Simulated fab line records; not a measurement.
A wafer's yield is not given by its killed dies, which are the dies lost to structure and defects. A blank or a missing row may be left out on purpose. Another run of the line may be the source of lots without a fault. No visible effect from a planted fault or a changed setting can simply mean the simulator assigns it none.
Matching of chambers	flow sky130	SKY_PASSIVATION_CVD_02 on pecvd-01: 3 sister chambers
The step deposits Si3N4, target thk 540 nm. 14 wafers are shown with their chamber, then 7 later ones without.

== WAFERS WITH THEIR CHAMBER ==
wafer	chamber	heaterPowerW (W)
L574.4	2	626
L574.5	0	653
L574.6	1	826
L577.1	2	653
L577.3	0	782
L577.4	2	534
L578.1	2	603
L578.2	0	686
L578.5	0	720
L589.1	2	562
L589.2	0	695
L589.5	2	589
L590.2	0	801
L590.4	2	612

SIGNATURES (averages over the wafers above)
reading	chamber 0	chamber 1	chamber 2	scatter within a chamber
heaterPowerW	722.83	826.00	597.00	48.7
Rule: a wafer's distance from a chamber is the root of the sum, over the readings, of the square of ((its reading less the chamber's mean) divided by the reading's scatter). If the next closest chamber is less than 2 further off than the closest, the wafer can't be placed; otherwise it belongs to the closest. The scatter is the square root of a quotient: the sum, over the shown wafers, of each reading's squared deviation from its chamber's mean, divided by wafers minus chambers.

== WAFERS MISSING THEIR CHAMBER ==
wafer	heaterPowerW (W)
L590.5	797
L594.2	815
L594.3	924
L594.6	598
L595.1	804
L595.3	778
L595.6	813

== THE CHAMBER EACH PASSED THROUGH ==
wafer	from the rows above	in truth
L590.5	can't be placed: 1 or 0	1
L594.2	can't be placed: 1 or 0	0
L594.3	1	1
L594.6	2	2
L595.1	can't be placed: 1 or 0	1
L595.3	can't be placed: 1 or 0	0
L595.6	can't be placed: 1 or 0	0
Placed correctly: 2 of 7. From these rows, 5 cannot be placed; in 5 the true chamber is one of the candidates. 0 placed wrongly.
